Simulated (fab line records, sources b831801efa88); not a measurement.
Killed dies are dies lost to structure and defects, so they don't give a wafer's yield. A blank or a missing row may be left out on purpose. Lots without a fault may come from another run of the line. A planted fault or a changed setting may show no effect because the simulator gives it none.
Tool commonality check | flow gf180mcu | 12 lots, 36 wafers sampled

WHY IT WAS OPENED
At GF_HV_LDD_CD_MEAS_46 the reading cd_nm is flagged on 2 of 12 lots. Wafers without a fault read 399.1 nm, standard deviation 1.9.
Rule: a lot is flagged when every wafer of it that has a number lies more than 4 standard deviations from that mean, or none has a number. The other lots count as sound.

lot  | measured     | on        | cd_nm (nm), wafer by wafer | flag
L260 | day 12 21:50 | cd_sem-02 | 401.0 400.3 400.2          |
L262 | day 13 09:41 | cd_sem-02 | 400.9 402.5 400.7          |
L265 | day 14 15:57 | cd_sem-01 | 399.2 398.6 397.0          |
L266 | day 14 22:14 | cd_sem-01 | 398.7 400.8 399.3          |
L268 | day 15 11:17 | cd_sem-01 | 400.7 400.4 402.1          |
L267 | day 15 12:33 | cd_sem-01 | 399.6 399.7 401.6          |
L270 | day 16 01:08 | cd_sem-01 | 395.6 399.1 396.7          |
L271 | day 16 07:42 | cd_sem-01 | 398.8 399.0 397.4          |
L276 | day 18 06:57 | cd_sem-02 | 380.1 379.3 379.8          | FLAGGED
L277 | day 18 15:13 | cd_sem-02 | 379.7 381.0 380.2          | FLAGGED
L278 | day 18 20:57 | cd_sem-01 | 399.1 401.3 399.5          |
L281 | day 20 03:35 | cd_sem-02 | 399.7 400.5 399.3          |
The numbers of the flagged lots are 380.0 nm on average: -19.1 nm against the usual, or -10 standard deviations.

WHICH TOOL RAN EACH LOT
The record holds 1 process step before the reading, out of a route of 602 steps. In each cell: the tool, then ch and the chambers that the sampled wafers went through, then the start.
lot  | flag    | GF_HV_LDD_COAT_41
L260 |         | litho_track-03 ch 0, day 12 11:32
L262 |         | litho_track-02 ch 0, day 12 22:59
L265 |         | litho_track-03 ch 0, day 14 04:58
L266 |         | litho_track-03 ch 0, day 14 11:16
L268 |         | litho_track-02 ch 0, day 15 00:04
L267 |         | litho_track-02 ch 0, day 15 01:22
L270 |         | litho_track-03 ch 0, day 15 13:53
L271 |         | litho_track-02 ch 0, day 15 20:25
L276 | FLAGGED | litho_track-04 ch 0, day 17 19:42
L277 | FLAGGED | litho_track-04 ch 0, day 18 02:42
L278 |         | litho_track-02 ch 0, day 18 08:31
L281 |         | litho_track-03 ch 0, day 19 14:43
What these steps do:
- GF_HV_LDD_COAT_41: resist thk 1000 nm.
- GF_HV_LDD_CD_MEAS_46: target cd 400 nm.

FLAGGED OVER TOTAL, TOOL BY TOOL (the gauges that took the reading come last)
step                 | tool           | lots run | flagged | share of the flagged lots | sound lots run after its first flagged lot
GF_HV_LDD_COAT_41    | litho_track-02 | 5        | 0       | none                      | -
GF_HV_LDD_COAT_41    | litho_track-03 | 5        | 0       | none                      | -
GF_HV_LDD_COAT_41    | litho_track-04 | 2        | 2       | all                       | 0
GF_HV_LDD_CD_MEAS_46 | cd_sem-01      | 7        | 0       | none                      | -
GF_HV_LDD_CD_MEAS_46 | cd_sem-02      | 5        | 2       | all                       | 1 (L281)

WHAT THE TABLE ALLOWS
2 rows of the table ran every flagged lot: litho_track-04 at GF_HV_LDD_COAT_41, cd_sem-02 at GF_HV_LDD_CD_MEAS_46.
- litho_track-04 at GF_HV_LDD_COAT_41: 2 of its 2 lots flagged. It ran no sound lot before its first flagged lot in this sample, so the start can't be narrowed down. Its own readings lie more than 4 standard deviations out on every wafer of the flagged lots: spin_speed_rpm.
- cd_sem-02 at GF_HV_LDD_CD_MEAS_46: 2 of its 5 lots flagged. Sound lots ran on it after the first flagged one (L281), which a lasting fault on the whole tool wouldn't allow.
One tool is left: litho_track-04 at GF_HV_LDD_COAT_41.

WHAT THE SIMULATOR HAD PUT IN
Process parameter drift: litho_track-04, from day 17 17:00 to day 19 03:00, at GF_HV_LDD_COAT_41. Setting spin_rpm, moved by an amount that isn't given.
Lots struck among those shown: L276, L277. The rule above found the same.
